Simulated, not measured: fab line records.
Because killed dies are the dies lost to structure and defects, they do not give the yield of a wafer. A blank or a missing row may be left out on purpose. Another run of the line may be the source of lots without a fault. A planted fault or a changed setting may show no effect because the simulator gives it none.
fab line records :: flow sky130
[record]
  lots = 6
  wafers = 18
  last-day = 50
route steps=708 shown POLY_GATE@234 LDD_N@237 PAD_OPEN@708
lots with no fault: from the same line, run without faults
start-h: start of the lot's first displayed wafer, in hours after the record's first day :: wait-h: how many hours have passed since the lot's step before this one :: " the same as in the row above :: L1.1+2: several wafers, shown together as one row :: - value missing, or start not given :: * or withheld: withheld :: < > ~ a bound
route shown NAME@n: a module of which the file shows steps, and the number in the route of the first :: usual: mean/standard deviation of fault-free wafers :: same: alike in all rows :: chamber/n: place in a boat :: sites: the reading at each site :: _std_site: the standard deviation of these :: _edge_site: mean of outer sites minus mean of inner sites :: radius-mm: for every site, how far away it sits from the centre of the wafer :: mask NAME#n: copy n :: behind: the last tool/chamber to shape the wafer :: hold: what put the lot on hold/how long, in hours/how the hold closed :: device: names the non-switching transistor (n, p or np) :: end of line: at the end of the route, the tests of the same wafers :: a step given without rows: its recipe and nothing more :: killed: the dies lost at the first sort to structure and to defects; this is not the yield of the wafer :: map: the dies of a wafer, with x for killed, . for not killed, _ for no die there
set.NAME: the setting as run; set.NAME@STEP: as run at that earlier step :: model.NAME: the simulator's own value behind a step, which no gauge read
certain route steps with their lots: each step a table, each wafer a row
services: when a tool's chamber went out of use (start-h, in hours from the record's first day, below 0 if earlier), for how many hours, and the reason
[[steps]]
[step SKY_POLY_GATE_OXIDATION_20]
[recipe]
  temp-c = 850
  ambient = O2
  stabilise-s = 600
  purge-s = 300
  target-thk-a = 40
  ox-time-s = 899
[step SKY_POLY_GATE_THK_MEAS_21]
[recipe]
  reads = SiO2_of_POLY_GATE_OXIDATION_20
[usual]
  POLY_GATE_OXIDATION_THK = 4.00/0.09
lot.wafer: L868.1
tool: film-metro-02
chamber: -
start-h: 403.47
wait-h: 0.0
POLY_GATE_OXIDATION_THK[nm]: 4.03

lot.wafer: L868.4
tool: film-metro-02
chamber: -
start-h: 403.47
wait-h: 0.0
POLY_GATE_OXIDATION_THK[nm]: 4.12

lot.wafer: L868.5
tool: film-metro-02
chamber: -
start-h: 403.47
wait-h: 0.0
POLY_GATE_OXIDATION_THK[nm]: 4.16

lot.wafer: L873.4
tool: film-metro-01
chamber: -
start-h: 456.04
wait-h: 0.0
POLY_GATE_OXIDATION_THK[nm]: 4.06

lot.wafer: L873.5
tool: film-metro-01
chamber: -
start-h: 456.04
wait-h: 0.0
POLY_GATE_OXIDATION_THK[nm]: 3.92

lot.wafer: L873.6
tool: film-metro-01
chamber: -
start-h: 456.04
wait-h: 0.0
POLY_GATE_OXIDATION_THK[nm]: 4.06

lot.wafer: L877.1
tool: film-metro-04
chamber: -
start-h: 488.12
wait-h: 0.0
POLY_GATE_OXIDATION_THK[nm]: 3.97

lot.wafer: L877.3
tool: film-metro-04
chamber: -
start-h: 488.12
wait-h: 0.0
POLY_GATE_OXIDATION_THK[nm]: 3.90

lot.wafer: L877.5
tool: film-metro-04
chamber: -
start-h: 488.12
wait-h: 0.0
POLY_GATE_OXIDATION_THK[nm]: 3.93

lot.wafer: L883.1
tool: film-metro-01
chamber: -
start-h: 537.83
wait-h: 0.0
POLY_GATE_OXIDATION_THK[nm]: 4.15

lot.wafer: L883.5
tool: film-metro-01
chamber: -
start-h: 537.83
wait-h: 0.0
POLY_GATE_OXIDATION_THK[nm]: 4.09

lot.wafer: L883.6
tool: film-metro-01
chamber: -
start-h: 537.83
wait-h: 0.0
POLY_GATE_OXIDATION_THK[nm]: 4.07

lot.wafer: L884.1
tool: film-metro-02
chamber: -
start-h: 545.51
wait-h: 0.0
POLY_GATE_OXIDATION_THK[nm]: 3.95

lot.wafer: L884.4
tool: film-metro-02
chamber: -
start-h: 545.51
wait-h: 0.0
POLY_GATE_OXIDATION_THK[nm]: 3.94

lot.wafer: L884.6
tool: film-metro-02
chamber: -
start-h: 545.51
wait-h: 0.0
POLY_GATE_OXIDATION_THK[nm]: 3.96

lot.wafer: L887.2
tool: film-metro-01
chamber: -
start-h: 571.17
wait-h: 0.0
POLY_GATE_OXIDATION_THK[nm]: 3.93

lot.wafer: L887.3
tool: film-metro-01
chamber: -
start-h: 571.17
wait-h: 0.0
POLY_GATE_OXIDATION_THK[nm]: 3.81

lot.wafer: L887.6
tool: film-metro-01
chamber: -
start-h: 571.17
wait-h: 0.0
POLY_GATE_OXIDATION_THK[nm]: 3.85
[step SKY_POLY_GATE_CD_MEAS_22]
[usual]
  cd-nm = 150.7/2.1
lot.wafer: L868.1
tool: cd-sem-01
chamber: -
start-h: 403.53
wait-h: 0.1
cd-nm: 152.2

lot.wafer: L868.4
tool: cd-sem-01
chamber: -
start-h: 403.53
wait-h: 0.1
cd-nm: 152.7

lot.wafer: L868.5
tool: cd-sem-01
chamber: -
start-h: 403.53
wait-h: 0.1
cd-nm: 149.9

lot.wafer: L873.4
tool: cd-sem-02
chamber: -
start-h: 456.15
wait-h: 0.1
cd-nm: 151.8

lot.wafer: L873.5
tool: cd-sem-02
chamber: -
start-h: 456.15
wait-h: 0.1
cd-nm: 150.0

lot.wafer: L873.6
tool: cd-sem-02
chamber: -
start-h: 456.15
wait-h: 0.1
cd-nm: 155.7

lot.wafer: L877.1
tool: cd-sem-01
chamber: -
start-h: 488.18
wait-h: 0.1
cd-nm: 149.8

lot.wafer: L877.3
tool: cd-sem-01
chamber: -
start-h: 488.18
wait-h: 0.1
cd-nm: 147.0

lot.wafer: L877.5
tool: cd-sem-01
chamber: -
start-h: 488.18
wait-h: 0.1
cd-nm: 147.0

lot.wafer: L883.1
tool: cd-sem-01
chamber: -
start-h: 537.89
wait-h: 0.1
cd-nm: 152.0

lot.wafer: L883.5
tool: cd-sem-01
chamber: -
start-h: 537.89
wait-h: 0.1
cd-nm: 153.8

lot.wafer: L883.6
tool: cd-sem-01
chamber: -
start-h: 537.89
wait-h: 0.1
cd-nm: 149.7

lot.wafer: L884.1
tool: cd-sem-01
chamber: -
start-h: 545.57
wait-h: 0.1
cd-nm: 148.8

lot.wafer: L884.4
tool: cd-sem-01
chamber: -
start-h: 545.57
wait-h: 0.1
cd-nm: 151.5

lot.wafer: L884.6
tool: cd-sem-01
chamber: -
start-h: 545.57
wait-h: 0.1
cd-nm: 153.5

lot.wafer: L887.2
tool: cd-sem-01
chamber: -
start-h: 571.25
wait-h: 0.1
cd-nm: 150.9

lot.wafer: L887.3
tool: cd-sem-01
chamber: -
start-h: 571.25
wait-h: 0.1
cd-nm: 154.0

lot.wafer: L887.6
tool: cd-sem-01
chamber: -
start-h: 571.25
wait-h: 0.1
cd-nm: 148.1
[step SKY_LDD_N_DEHYDRATE_00]
[recipe]
  temp-c = 200
  time-s = 60
[step SKY_LDD_N_HMDS_01]
[recipe]
  prime-time-s = 60
  prime-temp-c = 120
[step SKY_LDD_N_COAT_02]
[recipe]
  resist = NOVOLAK
  spin-rpm = 3000
  resist-thk-nm = 300
[step SKY_LDD_N_SOFTBAKE_03]
[recipe]
  temp-c = 90
  time-s = 60
  resist = NOVOLAK
[step SKY_LDD_N_EXPOSE_04]
[recipe]
  mask-id = NTM
  target-cd-nm = 840
  na = 0.6
  source-shape = conventional
  sigma-outer = 0.6
  dose-mj = 110
[step SKY_LDD_N_PEB_05]
[recipe]
  temp-c = withheld
  time-s = *
  resist = NOVOLAK
[step SKY_LDD_N_DEVELOP_06]
[recipe]
  develop-time-s = 60
  dev-temp-c = 23
[step SKY_LDD_N_OVL_MEAS_07]
[usual]
  LDD_N_OVL = 1.1/1.5
lot.wafer: L868.1
tool: overlay-01
chamber: -
start-h: 433.17
wait-h: 0.1
LDD_N_OVL[nm]: 1.2

lot.wafer: L868.4
tool: overlay-01
chamber: -
start-h: 433.17
wait-h: 0.1
LDD_N_OVL[nm]: 1.9

lot.wafer: L868.5
tool: overlay-01
chamber: -
start-h: 433.17
wait-h: 0.1
LDD_N_OVL[nm]: 1.8

lot.wafer: L873.4
tool: overlay-02
chamber: -
start-h: 486.53
wait-h: 0.1
LDD_N_OVL[nm]: 2.8

lot.wafer: L873.5
tool: overlay-02
chamber: -
start-h: 486.53
wait-h: 0.1
LDD_N_OVL[nm]: 3.7

lot.wafer: L873.6
tool: overlay-02
chamber: -
start-h: 486.53
wait-h: 0.1
LDD_N_OVL[nm]: 3.8

lot.wafer: L877.1
tool: overlay-01
chamber: -
start-h: 518.47
wait-h: 0.1
LDD_N_OVL[nm]: -0.2

lot.wafer: L877.3
tool: overlay-01
chamber: -
start-h: 518.47
wait-h: 0.1
LDD_N_OVL[nm]: 1.1

lot.wafer: L877.5
tool: overlay-01
chamber: -
start-h: 518.47
wait-h: 0.1
LDD_N_OVL[nm]: -0.2

lot.wafer: L883.1
tool: overlay-01
chamber: -
start-h: 568.21
wait-h: 0.1
LDD_N_OVL[nm]: 0.4

lot.wafer: L883.5
tool: overlay-01
chamber: -
start-h: 568.21
wait-h: 0.1
LDD_N_OVL[nm]: 0.9

lot.wafer: L883.6
tool: overlay-01
chamber: -
start-h: 568.21
wait-h: 0.1
LDD_N_OVL[nm]: 0.1

lot.wafer: L884.1
tool: overlay-02
chamber: -
start-h: 575.51
wait-h: 0.1
LDD_N_OVL[nm]: 3.1

lot.wafer: L884.4
tool: overlay-02
chamber: -
start-h: 575.51
wait-h: 0.1
LDD_N_OVL[nm]: 1.9

lot.wafer: L884.6
tool: overlay-02
chamber: -
start-h: 575.51
wait-h: 0.1
LDD_N_OVL[nm]: 3.3

lot.wafer: L887.2
tool: overlay-01
chamber: -
start-h: 599.63
wait-h: 0.1
LDD_N_OVL[nm]: 0.0

lot.wafer: L887.3
tool: overlay-01
chamber: -
start-h: 599.63
wait-h: 0.1
LDD_N_OVL[nm]: 0.2

lot.wafer: L887.6
tool: overlay-01
chamber: -
start-h: 599.63
wait-h: 0.1
LDD_N_OVL[nm]: 0.1
[step SKY_LDD_N_IMPLANT_08]
[recipe]
  species = As
  energy-kev = 20
  dose-cm2 = 7.5e+13
  tilt-deg = withheld
  rotation-deg = 23
[step SKY_LDD_N_IMPLANT_09]
[recipe]
  species = As
  energy-kev = 20
  dose-cm2 = 7.5e+13
  tilt-deg = withheld
  rotation-deg = 113
[usual]
  beam-energy-keV = 20.002/0.0062
  dose-ions-cm2 = 7.5e+13/7.5e+10
  end-station-pressure-torr = 5.32e-06/2.9e-07
lot.wafer: L868.1
tool: implanter-01
chamber: 0
start-h: 433.36
wait-h: 0.1
beam-energy-keV: 19.996
dose-ions-cm2: 7.5e+13
end-station-pressure-torr: 5.28e-06

lot.wafer: L868.4
tool: implanter-01
chamber: 0
start-h: 433.36
wait-h: 0.1
beam-energy-keV: 20.003
dose-ions-cm2: 7.515e+13
end-station-pressure-torr: 5.25e-06

lot.wafer: L868.5
tool: implanter-01
chamber: 0
start-h: 433.36
wait-h: 0.1
beam-energy-keV: 20.004
dose-ions-cm2: 7.507e+13
end-station-pressure-torr: 5.37e-06

lot.wafer: L873.4
tool: implanter-03
chamber: 0
start-h: 486.78
wait-h: 0.1
beam-energy-keV: 20.010
dose-ions-cm2: 7.485e+13
end-station-pressure-torr: 5.04e-06

lot.wafer: L873.5
tool: implanter-03
chamber: 0
start-h: 486.78
wait-h: 0.1
beam-energy-keV: 20.002
dose-ions-cm2: 7.503e+13
end-station-pressure-torr: 5.09e-06

lot.wafer: L873.6
tool: implanter-03
chamber: 0
start-h: 486.78
wait-h: 0.1
beam-energy-keV: 20.002
dose-ions-cm2: 7.498e+13
end-station-pressure-torr: 5.09e-06

lot.wafer: L877.1
tool: implanter-03
chamber: 0
start-h: 518.65
wait-h: 0.1
beam-energy-keV: 20.002
dose-ions-cm2: 7.505e+13
end-station-pressure-torr: 5.7e-06

lot.wafer: L877.3
tool: implanter-03
chamber: 0
start-h: 518.65
wait-h: 0.1
beam-energy-keV: 20.001
dose-ions-cm2: 7.495e+13
end-station-pressure-torr: 5.66e-06

lot.wafer: L877.5
tool: implanter-03
chamber: 0
start-h: 518.65
wait-h: 0.1
beam-energy-keV: 20.007
dose-ions-cm2: 7.488e+13
end-station-pressure-torr: 5.62e-06

lot.wafer: L883.1
tool: implanter-01
chamber: 0
start-h: 568.40
wait-h: 0.1
beam-energy-keV: 20.005
dose-ions-cm2: 7.646e+13
end-station-pressure-torr: 5.44e-06

lot.wafer: L883.5
tool: implanter-01
chamber: 0
start-h: 568.40
wait-h: 0.1
beam-energy-keV: 19.999
dose-ions-cm2: 7.668e+13
end-station-pressure-torr: 5.59e-06

lot.wafer: L883.6
tool: implanter-01
chamber: 0
start-h: 568.40
wait-h: 0.1
beam-energy-keV: 20.006
dose-ions-cm2: 7.653e+13
end-station-pressure-torr: 5.62e-06

lot.wafer: L884.1
tool: implanter-01
chamber: 0
start-h: 575.70
wait-h: 0.1
beam-energy-keV: 20.004
dose-ions-cm2: 7.648e+13
end-station-pressure-torr: 5.68e-06

lot.wafer: L884.4
tool: implanter-01
chamber: 0
start-h: 575.70
wait-h: 0.1
beam-energy-keV: 20.021
dose-ions-cm2: 7.654e+13
end-station-pressure-torr: 5.29e-06

lot.wafer: L884.6
tool: implanter-01
chamber: 0
start-h: 575.70
wait-h: 0.1
beam-energy-keV: 20.011
dose-ions-cm2: 7.649e+13
end-station-pressure-torr: 5.56e-06

lot.wafer: L887.2
tool: implanter-03
chamber: 0
start-h: 599.83
wait-h: 0.1
beam-energy-keV: 20.003
dose-ions-cm2: 7.499e+13
end-station-pressure-torr: 5.12e-06

lot.wafer: L887.3
tool: implanter-03
chamber: 0
start-h: 599.83
wait-h: 0.1
beam-energy-keV: 20.000
dose-ions-cm2: 7.5e+13
end-station-pressure-torr: 5.65e-06

lot.wafer: L887.6
tool: implanter-03
chamber: 0
start-h: 599.83
wait-h: 0.1
beam-energy-keV: 20.008
dose-ions-cm2: 7.508e+13
end-station-pressure-torr: 5.18e-06
[step SKY_LDD_N_IMPLANT_10]
[recipe]
  species = As
  energy-kev = 20
  dose-cm2 = 7.5e+13
  tilt-deg = withheld
  rotation-deg = 203
[step SKY_PAD_OPEN_PROBE_99]
[usual]
  killed_at_M0_to_M3 = 44/7.1
  killed_at_M4_up = 3/1.6
  killed-at-contacts = 24/5.4
  killed-at-front-end = 15/4.7
  killed-at-other = 0.3/0.51
  killed-dies = 87/9.9
  killed-open = 48/7.6
  killed-short = 39/6.3
[same]
  gross-dies = 492
  killed-at-back-side = 0
lot.wafer: L868.1
tool: prober-02
chamber: -
start-h: 1093.54
wait-h: 0.1
killed_at_M0_to_M3: 47
killed_at_M4_up: 6
killed-at-contacts: 22
killed-at-front-end: 10
killed-at-other: 0
killed-dies: 85
killed-open: 50
killed-short: 35

lot.wafer: L868.4
tool: prober-02
chamber: -
start-h: 1093.69
wait-h: 0.2
killed_at_M0_to_M3: 55
killed_at_M4_up: 3
killed-at-contacts: 30
killed-at-front-end: 17
killed-at-other: 0
killed-dies: 105
killed-open: 53
killed-short: 52

lot.wafer: L868.5
tool: prober-02
chamber: -
start-h: 1093.74
wait-h: 0.2
killed_at_M0_to_M3: 33
killed_at_M4_up: 3
killed-at-contacts: 28
killed-at-front-end: 14
killed-at-other: 0
killed-dies: 78
killed-open: 40
killed-short: 38

lot.wafer: L873.4
tool: prober-01
chamber: -
start-h: 1134.35
wait-h: 0.2
killed_at_M0_to_M3: 41
killed_at_M4_up: 3
killed-at-contacts: 36
killed-at-front-end: 11
killed-at-other: 1
killed-dies: 92
killed-open: 57
killed-short: 35

lot.wafer: L873.5
tool: prober-01
chamber: -
start-h: 1134.40
wait-h: 0.2
killed_at_M0_to_M3: 53
killed_at_M4_up: 6
killed-at-contacts: 32
killed-at-front-end: 11
killed-at-other: 0
killed-dies: 102
killed-open: 46
killed-short: 56

lot.wafer: L873.6
tool: prober-01
chamber: -
start-h: 1134.45
wait-h: 0.2
killed_at_M0_to_M3: 39
killed_at_M4_up: 3
killed-at-contacts: 29
killed-at-front-end: 9
killed-at-other: 0
killed-dies: 80
killed-open: 55
killed-short: 25

lot.wafer: L877.1
tool: prober-02
chamber: -
start-h: 1153.89
wait-h: 0.1
killed_at_M0_to_M3: 46
killed_at_M4_up: 1
killed-at-contacts: 29
killed-at-front-end: 15
killed-at-other: 0
killed-dies: 91
killed-open: 51
killed-short: 40

lot.wafer: L877.3
tool: prober-02
chamber: -
start-h: 1153.99
wait-h: 0.2
killed_at_M0_to_M3: 51
killed_at_M4_up: 1
killed-at-contacts: 20
killed-at-front-end: 14
killed-at-other: 2
killed-dies: 88
killed-open: 52
killed-short: 36

lot.wafer: L877.5
tool: prober-02
chamber: -
start-h: 1154.09
wait-h: 0.2
killed_at_M0_to_M3: 46
killed_at_M4_up: 3
killed-at-contacts: 21
killed-at-front-end: 21
killed-at-other: 0
killed-dies: 91
killed-open: 51
killed-short: 40

lot.wafer: L883.1
tool: prober-02
chamber: -
start-h: 1179.46
wait-h: 0.1
killed_at_M0_to_M3: 50
killed_at_M4_up: 2
killed-at-contacts: 21
killed-at-front-end: 10
killed-at-other: 1
killed-dies: 84
killed-open: 43
killed-short: 41

lot.wafer: L883.5
tool: prober-02
chamber: -
start-h: 1179.66
wait-h: 0.2
killed_at_M0_to_M3: 47
killed_at_M4_up: 2
killed-at-contacts: 29
killed-at-front-end: 14
killed-at-other: 0
killed-dies: 92
killed-open: 64
killed-short: 28

lot.wafer: L883.6
tool: prober-02
chamber: -
start-h: 1179.71
wait-h: 0.2
killed_at_M0_to_M3: 24
killed_at_M4_up: 4
killed-at-contacts: 20
killed-at-front-end: 10
killed-at-other: 1
killed-dies: 59
killed-open: 29
killed-short: 30

lot.wafer: L884.1
tool: prober-01
chamber: -
start-h: 1180.69
wait-h: 0.1
killed_at_M0_to_M3: 36
killed_at_M4_up: 5
killed-at-contacts: 25
killed-at-front-end: 20
killed-at-other: 1
killed-dies: 87
killed-open: 50
killed-short: 37

lot.wafer: L884.4
tool: prober-01
chamber: -
start-h: 1180.84
wait-h: 0.2
killed_at_M0_to_M3: 39
killed_at_M4_up: 3
killed-at-contacts: 28
killed-at-front-end: 23
killed-at-other: 0
killed-dies: 93
killed-open: 50
killed-short: 43

lot.wafer: L884.6
tool: prober-01
chamber: -
start-h: 1180.94
wait-h: 0.2
killed_at_M0_to_M3: 40
killed_at_M4_up: 4
killed-at-contacts: 32
killed-at-front-end: 18
killed-at-other: 0
killed-dies: 94
killed-open: 52
killed-short: 42

lot.wafer: L887.2
tool: prober-02
chamber: -
start-h: 1196.29
wait-h: 0.1
killed_at_M0_to_M3: 50
killed_at_M4_up: 3
killed-at-contacts: 19
killed-at-front-end: 7
killed-at-other: 1
killed-dies: 80
killed-open: 45
killed-short: 35

lot.wafer: L887.3
tool: prober-02
chamber: -
start-h: 1196.34
wait-h: 0.2
killed_at_M0_to_M3: 44
killed_at_M4_up: 1
killed-at-contacts: 18
killed-at-front-end: 18
killed-at-other: 0
killed-dies: 81
killed-open: 45
killed-short: 36

lot.wafer: L887.6
tool: prober-02
chamber: -
start-h: 1196.49
wait-h: 0.2
killed_at_M0_to_M3: 48
killed_at_M4_up: 5
killed-at-contacts: 38
killed-at-front-end: 12
killed-at-other: 0
killed-dies: 103
killed-open: 51
killed-short: 52
// killed by level:class
L868.1 VIA2:geometric-particle:open=10 VIA1:geometric-particle:open=9 LI_CONTACT:geometric-particle:open=7 LOCAL_INTERCONNECT:geometric-particle:short=7 METAL2:geometric-particle:short=6 VIA3:geometric-particle:open=5 POLY_GATE:geometric-particle:open=4 VIA1:geometric-particle:short=4
L868.4 VIA1:geometric-particle:open=12 LI_CONTACT:geometric-particle:open=10 CONTACT:geometric-particle:open=9 VIA1:geometric-particle:short=8 VIA3:geometric-particle:open=8 CONTACT:geometric-particle:short=6 METAL3:geometric-particle:short=6 VIA3:geometric-particle:short=6
L868.5 CONTACT:geometric-particle:open=10 VIA2:geometric-particle:open=8 LI_CONTACT:geometric-particle:open=7 VIA3:geometric-particle:short=6 VIA3:geometric-particle:open=5 FIELD_ISO:geometric-particle:short=4 FIELD_ISO:geometric-particle:open=4 LI_CONTACT:geometric-particle:short=4
L873.4 CONTACT:geometric-particle:open=15 VIA1:geometric-particle:open=11 LI_CONTACT:geometric-particle:open=9 VIA1:geometric-particle:short=8 VIA2:geometric-particle:open=6 METAL1:geometric-particle:short=5 LOCAL_INTERCONNECT:geometric-particle:short=4 CONTACT:geometric-particle:short=4
L873.5 VIA1:geometric-particle:open=15 CONTACT:geometric-particle:short=10 VIA1:geometric-particle:short=9 VIA2:geometric-particle:open=9 LI_CONTACT:geometric-particle:open=8 FIELD_ISO:geometric-particle:short=6 LOCAL_INTERCONNECT:geometric-particle:short=6 CONTACT:geometric-particle:open=6
L873.6 CONTACT:geometric-particle:open=11 VIA2:geometric-particle:open=10 METAL1:geometric-particle:short=7 LOCAL_INTERCONNECT:geometric-particle:open=6 LI_CONTACT:geometric-particle:open=5 VIA1:geometric-particle:open=5 VIA3:geometric-particle:open=5 CONTACT:geometric-particle:short=4
L877.1 CONTACT:geometric-particle:open=14 VIA1:geometric-particle:open=13 VIA2:geometric-particle:open=7 VIA1:geometric-particle:short=6 LI_CONTACT:geometric-particle:open=6 METAL2:geometric-particle:short=6 FIELD_ISO:geometric-particle:open=5 POLY_GATE:geometric-particle:short=4
L877.3 VIA1:geometric-particle:open=11 VIA3:geometric-particle:open=8 METAL1:geometric-particle:short=7 VIA1:geometric-particle:short=7 POLY_GATE:geometric-particle:open=6 CONTACT:geometric-particle:open=6 LI_CONTACT:geometric-particle:open=5 VIA2:geometric-particle:open=5
L877.5 VIA1:geometric-particle:open=11 METAL1:geometric-particle:short=8 POLY_GATE:geometric-particle:open=7 CONTACT:geometric-particle:open=7 LI_CONTACT:geometric-particle:open=5 METAL2:geometric-particle:short=5 VIA3:geometric-particle:open=5 FIELD_ISO:geometric-particle:short=4
L883.1 VIA1:geometric-particle:open=11 VIA2:geometric-particle:open=8 METAL1:geometric-particle:short=7 VIA1:geometric-particle:short=7 LI_CONTACT:geometric-particle:open=6 LOCAL_INTERCONNECT:geometric-particle:short=6 VIA3:geometric-particle:open=5 FIELD_ISO:geometric-particle:short=4
L883.5 LI_CONTACT:geometric-particle:open=15 VIA1:geometric-particle:open=12 CONTACT:geometric-particle:open=10 METAL2:geometric-particle:short=7 VIA2:geometric-particle:open=6 VIA3:geometric-particle:open=5 POLY_GATE:geometric-particle:short=4 VIA1:geometric-particle:short=4
L883.6 CONTACT:geometric-particle:open=7 CONTACT:geometric-particle:short=6 VIA2:geometric-particle:open=6 LOCAL_INTERCONNECT:geometric-particle:short=5 VIA1:geometric-particle:open=4 VIA3:geometric-particle:short=4 FIELD_ISO:geometric-particle:short=3 POLY_GATE:geometric-particle:short=3
L884.1 LI_CONTACT:geometric-particle:open=8 VIA1:geometric-particle:open=8 FIELD_ISO:geometric-particle:open=7 LOCAL_INTERCONNECT:geometric-particle:short=7 CONTACT:geometric-particle:open=6 POLY_GATE:geometric-particle:short=5 VIA3:geometric-particle:open=5 METAL2:geometric-particle:short=4
L884.4 VIA1:geometric-particle:open=12 LI_CONTACT:geometric-particle:open=9 CONTACT:geometric-particle:open=8 FIELD_ISO:geometric-particle:open=6 POLY_GATE:geometric-particle:short=5 CONTACT:geometric-particle:short=5 VIA1:geometric-particle:short=5 METAL2:geometric-particle:short=4
L884.6 LI_CONTACT:geometric-particle:open=11 VIA1:geometric-particle:open=11 METAL1:geometric-particle:short=7 VIA2:geometric-particle:open=7 POLY_GATE:geometric-particle:open=6 CONTACT:geometric-particle:short=6 CONTACT:geometric-particle:open=6 LOCAL_INTERCONNECT:geometric-particle:short=5
L887.2 LI_CONTACT:geometric-particle:open=9 METAL3:geometric-particle:short=9 VIA1:geometric-particle:open=9 VIA3:geometric-particle:open=7 METAL1:geometric-particle:short=6 CONTACT:geometric-particle:open=6 VIA2:geometric-particle:open=5 METAL1:geometric-particle:open=4
L887.3 METAL2:geometric-particle:short=10 VIA1:geometric-particle:open=10 LI_CONTACT:geometric-particle:open=7 CONTACT:geometric-particle:open=7 FIELD_ISO:geometric-particle:open=6 FIELD_ISO:geometric-particle:short=6 VIA3:geometric-particle:short=6 VIA2:geometric-particle:short=5
L887.6 CONTACT:geometric-particle:open=12 LI_CONTACT:geometric-particle:open=10 VIA1:geometric-particle:open=9 CONTACT:geometric-particle:short=8 METAL2:geometric-particle:short=8 METAL1:geometric-particle:short=7 POLY_GATE:geometric-particle:short=6 VIA2:geometric-particle:open=6
[[services]]
tool: implanter-01
chamber: -
start-h: 428.01
hours: 2.4
kind: repair

tool: implanter-03
chamber: -
start-h: 511.64
hours: 3.7
kind: pm

tool: implanter-01
chamber: -
start-h: 563.43
hours: 3.1
kind: repair

tool: implanter-03
chamber: -
start-h: 576.57
hours: 1.5
kind: repair

tool: implanter-01
chamber: -
start-h: 577.84
hours: 4.4
kind: repair

tool: implanter-01
chamber: -
start-h: 595.01
hours: 1.7
kind: repair
[[key]]
[first-sign]
  step = SKY_LDD_N_IMPLANT_09
  reading = dose-ions-cm2
  direction = up
  sigmas = 20
  usual = *
  struck = *
effect none on later readings
met-at SKY_LDD_N_IMPLANT_09
struck-wafers L883.1,L883.5,L883.6,L884.1,L884.4,L884.6
tester-left-out L883,L884
onset-between 433.36 568.40
[fault]
  kind = process-parameter-drift
  tool = implanter-01
  chamber = -
  onset-h = 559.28
  steps = SKY_LDD_N_IMPLANT_09
  channel = dose-cm2
  offset = *
  shape = step
  end-h = 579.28
  acts-in = *
  stated = *
// tester-left-out: of these lots the tester's yield and bins aren't shown, on N5 and GAA mostly nor the transistor test; their killed dies are dies lost to structure and defects alone, not to doping, threshold or leakage, so they don't give the yield
